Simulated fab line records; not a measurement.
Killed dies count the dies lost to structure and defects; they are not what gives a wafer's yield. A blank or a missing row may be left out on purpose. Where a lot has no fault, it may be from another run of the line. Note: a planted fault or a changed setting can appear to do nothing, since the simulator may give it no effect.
The tool behind it: which one? / flow gf180mcu / 14 lots with 42 wafers sampled at 4 steps, on a route of 602 steps

WHAT THE GAUGES READ, wafer by wafer
GF_CONTACT_THK_MEAS_03.
lot=L859; measured=day 15 13:37; on=film_metro-03; CONTACT_CVD_02_THK (nm)=864 841 856
lot=L862; measured=day 16 17:17; on=film_metro-02; CONTACT_CVD_02_THK (nm)=873 897 884
lot=L863; measured=day 17 01:28; on=film_metro-02; CONTACT_CVD_02_THK (nm)=861 890 874
lot=L865; measured=day 17 19:53; on=film_metro-03; CONTACT_CVD_02_THK (nm)=847 866 861
lot=L866; measured=day 18 01:59; on=film_metro-01; CONTACT_CVD_02_THK (nm)=846 842 861
lot=L867; measured=day 18 17:29; on=film_metro-02; CONTACT_CVD_02_THK (nm)=874 861 875
lot=L868; measured=day 18 19:47; on=film_metro-01; CONTACT_CVD_02_THK (nm)=850 840 859
lot=L869; measured=day 18 22:23; on=film_metro-03; CONTACT_CVD_02_THK (nm)=843 877 855
lot=L870; measured=day 19 11:54; on=film_metro-03; CONTACT_CVD_02_THK (nm)=854 863 868
lot=L877; measured=day 22 10:02; on=film_metro-02; CONTACT_CVD_02_THK (nm)=879 878 874
lot=L878; measured=day 22 09:29; on=film_metro-02; CONTACT_CVD_02_THK (nm)=892 882 860
lot=L879; measured=day 22 23:49; on=film_metro-03; CONTACT_CVD_02_THK (nm)=867 880 878
lot=L880; measured=day 23 00:31; on=film_metro-01; CONTACT_CVD_02_THK (nm)=868 880 848
lot=L881; measured=day 23 04:58; on=film_metro-01; CONTACT_CVD_02_THK (nm)=860 843 871

EACH LOT AND THE TOOL THAT RAN IT (in order: tool; ch and the chambers of the sampled wafers; start)
lot=L859; GF_LVPWELL_DEVELOP_06=litho_track-02 ch 0, day 4 02:00; GF_SALICIDE_SPUTTER_02=pvd_sputter-02, day 15 12:55; GF_CONTACT_CVD_02=pecvd-03 ch 0,1, day 15 13:33
lot=L862; GF_LVPWELL_DEVELOP_06=litho_track-01 ch 0, day 4 20:00; GF_SALICIDE_SPUTTER_02=pvd_sputter-02, day 16 16:35; GF_CONTACT_CVD_02=pecvd-04 ch 0,2, day 16 17:13
lot=L863; GF_LVPWELL_DEVELOP_06=litho_track-03 ch 0, day 5 02:00; GF_SALICIDE_SPUTTER_02=pvd_sputter-02, day 17 00:44; GF_CONTACT_CVD_02=pecvd-01 ch 0,1,2, day 17 01:23
lot=L865; GF_LVPWELL_DEVELOP_06=litho_track-01 ch 0, day 5 13:00; GF_SALICIDE_SPUTTER_02=pvd_sputter-02, day 17 19:10; GF_CONTACT_CVD_02=pecvd-03 ch 0,1,2, day 17 19:50
lot=L866; GF_LVPWELL_DEVELOP_06=litho_track-02 ch 0, day 5 20:00; GF_SALICIDE_SPUTTER_02=pvd_sputter-01, day 18 01:17; GF_CONTACT_CVD_02=pecvd-01 ch 1,2, day 18 01:55
lot=L867; GF_LVPWELL_DEVELOP_06=litho_track-03 ch 0, day 5 22:00; GF_SALICIDE_SPUTTER_02=pvd_sputter-02, day 18 16:46; GF_CONTACT_CVD_02=pecvd-04 ch 0,1,2, day 18 17:25
lot=L868; GF_LVPWELL_DEVELOP_06=litho_track-03 ch 0, day 6 04:00; GF_SALICIDE_SPUTTER_02=pvd_sputter-01, day 18 19:05; GF_CONTACT_CVD_02=pecvd-03 ch 0,1, day 18 19:43
lot=L869; GF_LVPWELL_DEVELOP_06=litho_track-03 ch 0, day 6 08:00; GF_SALICIDE_SPUTTER_02=pvd_sputter-04, day 18 21:40; GF_CONTACT_CVD_02=pecvd-04 ch 0,2, day 18 22:18
lot=L870; GF_LVPWELL_DEVELOP_06=litho_track-01 ch 0, day 6 14:00; GF_SALICIDE_SPUTTER_02=pvd_sputter-04, day 19 11:04; GF_CONTACT_CVD_02=pecvd-01 ch 0,2, day 19 11:47
lot=L877; GF_LVPWELL_DEVELOP_06=litho_track-01, day 8 12:00; GF_SALICIDE_SPUTTER_02=pvd_sputter-02, day 22 09:19; GF_CONTACT_CVD_02=pecvd-01 ch 0,1,2, day 22 09:58
lot=L878; GF_LVPWELL_DEVELOP_06=litho_track-03, day 8 15:00; GF_SALICIDE_SPUTTER_02=pvd_sputter-04, day 22 08:43; GF_CONTACT_CVD_02=pecvd-03 ch 0,1,2, day 22 09:23
lot=L879; GF_LVPWELL_DEVELOP_06=litho_track-03 ch 0, day 8 23:00; GF_SALICIDE_SPUTTER_02=pvd_sputter-02, day 22 23:01; GF_CONTACT_CVD_02=pecvd-01 ch 0,1, day 22 23:45
lot=L880; GF_LVPWELL_DEVELOP_06=litho_track-03 ch 0, day 9 00:00; GF_SALICIDE_SPUTTER_02=pvd_sputter-04, day 22 23:43; GF_CONTACT_CVD_02=pecvd-03 ch 0,1,2, day 23 00:26
lot=L881; GF_LVPWELL_DEVELOP_06=litho_track-01 ch 0, day 9 05:00; GF_SALICIDE_SPUTTER_02=pvd_sputter-01, day 23 04:16; GF_CONTACT_CVD_02=pecvd-03 ch 1,2, day 23 04:53
- GF_LVPWELL_DEVELOP_06: develop time 60 s.
- GF_SALICIDE_SPUTTER_02: material Co, target thk 10 nm, time 20 s.
- GF_CONTACT_CVD_02: deposits SiO2 from TEOS, target thk 860 nm, time 95.992 s.

AS READ BY THE TOOLS THEMSELVES (means over the sampled wafers that have a number; for cases with no such wafer, the mark the record gives instead)
GF_LVPWELL_DEVELOP_06.
lot=L859; tool=litho_track-02; chill_plate_temp_C (C)=22.99
lot=L862; tool=litho_track-01; chill_plate_temp_C (C)=23.17
lot=L863; tool=litho_track-03; chill_plate_temp_C (C)=23.01
lot=L865; tool=litho_track-01; chill_plate_temp_C (C)=22.92
lot=L866; tool=litho_track-02; chill_plate_temp_C (C)=23.00
lot=L867; tool=litho_track-03; chill_plate_temp_C (C)=22.93
lot=L868; tool=litho_track-03; chill_plate_temp_C (C)=22.95
lot=L869; tool=litho_track-03; chill_plate_temp_C (C)=22.99
lot=L870; tool=litho_track-01; chill_plate_temp_C (C)=22.90
lot=L877; tool=litho_track-01; chill_plate_temp_C (C)=-
lot=L878; tool=litho_track-03; chill_plate_temp_C (C)=-
lot=L879; tool=litho_track-03; chill_plate_temp_C (C)=22.99
lot=L880; tool=litho_track-03; chill_plate_temp_C (C)=22.99
lot=L881; tool=litho_track-01; chill_plate_temp_C (C)=23.09

GF_SALICIDE_SPUTTER_02.
lot=L859; tool=pvd_sputter-02; throttle_valve_pct (%)=30.9
lot=L862; tool=pvd_sputter-02; throttle_valve_pct (%)=29.3
lot=L863; tool=pvd_sputter-02; throttle_valve_pct (%)=30.6
lot=L865; tool=pvd_sputter-02; throttle_valve_pct (%)=30.9
lot=L866; tool=pvd_sputter-01; throttle_valve_pct (%)=29.5
lot=L867; tool=pvd_sputter-02; throttle_valve_pct (%)=30.8
lot=L868; tool=pvd_sputter-01; throttle_valve_pct (%)=28.8
lot=L869; tool=pvd_sputter-04; throttle_valve_pct (%)=30.7
lot=L870; tool=pvd_sputter-04; throttle_valve_pct (%)=30.1
lot=L877; tool=pvd_sputter-02; throttle_valve_pct (%)=30.6
lot=L878; tool=pvd_sputter-04; throttle_valve_pct (%)=30.4
lot=L879; tool=pvd_sputter-02; throttle_valve_pct (%)=30.5
lot=L880; tool=pvd_sputter-04; throttle_valve_pct (%)=30.6
lot=L881; tool=pvd_sputter-01; throttle_valve_pct (%)=29.6

GF_CONTACT_CVD_02.
lot=L859; tool=pecvd-03; heater_power_w (W)=678
lot=L862; tool=pecvd-04; heater_power_w (W)=645
lot=L863; tool=pecvd-01; heater_power_w (W)=655
lot=L865; tool=pecvd-03; heater_power_w (W)=772
lot=L866; tool=pecvd-01; heater_power_w (W)=660
lot=L867; tool=pecvd-04; heater_power_w (W)=691
lot=L868; tool=pecvd-03; heater_power_w (W)=723
lot=L869; tool=pecvd-04; heater_power_w (W)=702
lot=L870; tool=pecvd-01; heater_power_w (W)=676
lot=L877; tool=pecvd-01; heater_power_w (W)=676
lot=L878; tool=pecvd-03; heater_power_w (W)=728
lot=L879; tool=pecvd-01; heater_power_w (W)=591
lot=L880; tool=pecvd-03; heater_power_w (W)=722
lot=L881; tool=pecvd-03; heater_power_w (W)=736

THE ANSWER, worked out from the rows above alone
Rule: the usual values come from the lots themselves. The widest of any qualifying gaps counts: lots, ordered by their means at a reading, are off when they make up no more than a third of the lots, leave a main group of 4 or more, and stand apart from it by 3 or more times the standard deviation of that group's means. If all means in a main group match to the digits the tables above print for the reading, that group is not used. A lot without any number at a reading at which 4 lots or more have one is off too. All remaining lots with rows at the step are treated as sound. First the gauges in route order, then the tools' own readings, where a lot's mean is used as printed above. The first step at which some lot is off is used, and at that step the reading that is off furthest; a lot without a number counts as furthest.
Off: L877, L878, at GF_LVPWELL_DEVELOP_06 (chill_plate_temp_C). Without a number there: L877, L878. Main group: mean 22.99 C, sd 0.071.
If a tool, at that step or one of the process steps before it, ran each lot that is off and ran no sound lot following the first of them, it fits. Of those tried, none fits.

WHAT THE SIMULATOR HAD PUT IN
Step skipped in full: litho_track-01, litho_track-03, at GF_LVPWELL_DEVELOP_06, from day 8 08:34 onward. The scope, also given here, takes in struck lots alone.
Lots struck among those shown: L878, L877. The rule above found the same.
